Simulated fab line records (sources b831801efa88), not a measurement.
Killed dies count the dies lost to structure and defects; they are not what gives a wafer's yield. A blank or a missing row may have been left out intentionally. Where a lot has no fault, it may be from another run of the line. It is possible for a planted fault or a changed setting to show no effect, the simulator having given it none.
Code-filled problem report in 8D (eight disciplines) form / flow sky130 / the parts of the form that need people (team, actions taken, sign-off) are left out

== 1. PROBLEM STATEMENT ==
oes_product_au at SKY_METAL5_METAL_ETCH_15 reads a mean of 0.754 a.u. on 6 wafers of 2 lots; wafers without a fault read 0.894 a.u. with a standard deviation of 0.0048. That is -29 standard deviations from the usual mean.
The step: etches the open film in Cl2/BCl3, stops on SiO2, target depth 1260 nm, time 252 s.
Seen first at day 46 11:49 on rie_metal-02, wafer L777.1. At this step, 33 wafers from 11 lots have a number in the record. Rule for "out", or "out of limits": more than 4 standard deviations from the usual mean. The rest of the wafers with a number are treated as sound.

== 2. WHAT IT IS; WHAT IT IS NOT ==
question=which readings at this step | is=oes_product_au | is not=drypump_motor_current_A, throttle_valve_pct
question=which lots | is=L777, L782 | is not=L767, L769, L771, L773, L774, L775, L784, L785, L788
question=which wafers of those lots | is=all that have a number | is not=-
question=read on which tools | is=rie_metal-02 | is not=rie_metal-01, rie_metal-04
question=when | is=from day 46 11:49 | is not=up to then (18 sound wafers); but 9 sound wafers of L784, L785, L788 came after

== 3. SUSPECTS, AND WHAT RULES EACH OUT ==
Counting: a tool at any process step up to the reading remains a suspect when it ran all the lots that are out and ran no sound lot after the first of those.
- cmp-01 at SKY_VIA4_CMP_02 (polishes SiO2): ruled out as a lasting fault. Following L777 (day 44 16:15), the first lot on it that is out, the sound lots L785, L788 were run on it.
- rie_metal-02 at SKY_METAL5_METAL_ETCH_15 (etches the open film in Cl2/BCl3, stops on SiO2, target depth 1260 nm, time 252 s): kept. All lots that are out passed through it, beginning with L777 at day 46 11:49, and no sound lot followed; its final sound lot before that point was L773 at day 45 16:08. Its own readings are out on those wafers: oes_product_au.
After counting, what remains is rie_metal-02 at SKY_METAL5_METAL_ETCH_15.

== 4. THE CAUSE (what the simulator had put in) ==
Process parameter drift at SKY_METAL5_METAL_ETCH_15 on rie_metal-02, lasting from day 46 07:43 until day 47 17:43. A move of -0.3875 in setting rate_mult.
Only this tool survived the counting.

== 5. THE CHAIN OF EFFECTS, in route order ==
Rows list readings where the struck wafers' mean (over those with a number) sits beyond 3 standard deviations from the usual. Only readings for which the record gives a usual standard deviation are gone through. hours: the time from each lot's start at the first step in this table that gives one to its start at this step, as a median over the lots. sigmas: the change in usual standard deviations.
hours=0; step=SKY_METAL5_METAL_ETCH_15; reading=oes_product_au; usual=0.894 a.u.; on struck wafers=0.754; change=-0.140; sigmas=-29
hours=0; step=SKY_METAL5_STRIP_16; reading=strip_time_to_endpoint_s; usual=13.12 s; on struck wafers=16.47; change=+3.35; sigmas=+34
hours=42; step=SKY_PAD_OPEN_PROBE_99; reading=defect_limited_yield; usual=82.6 %; on struck wafers=0.0; change=-82.6; sigmas=-43
hours=42; step=SKY_PAD_OPEN_PROBE_99; reading=killed_at_M4_up; usual=3.1; on struck wafers=411.3; change=+408.2; sigmas=+99 or more
hours=42; step=SKY_PAD_OPEN_PROBE_99; reading=killed_dies; usual=86; on struck wafers=492; change=+406; sigmas=+43
hours=42; step=SKY_PAD_OPEN_PROBE_99; reading=killed_on_rim; usual=17; on struck wafers=96; change=+79; sigmas=+20
hours=42; step=SKY_PAD_OPEN_PROBE_99; reading=sort_bin_5_function; usual=10.2 %; on struck wafers=93.0; change=+82.8; sigmas=+59
hours=42; step=SKY_PAD_OPEN_PROBE_99; reading=sort_n_pass; usual=406; on struck wafers=0; change=-406; sigmas=-43
hours=42; step=SKY_PAD_OPEN_PROBE_99; reading=sort_yield_pct; usual=82.6 %; on struck wafers=0.0; change=-82.6; sigmas=-43
It contains these process steps:
- SKY_METAL5_METAL_ETCH_15: etches the open film in Cl2/BCl3, stops on SiO2, target depth 1260 nm, time 252 s.
- SKY_METAL5_STRIP_16: strips in O2/N2.
- SKY_PAD_OPEN_PROBE_99

== 6. HOW IT WOULD HAVE BEEN CAUGHT EARLIER ==
First out-of-limits reading in this record: day 46 11:49, which is 4 hours after fault onset at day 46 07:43.
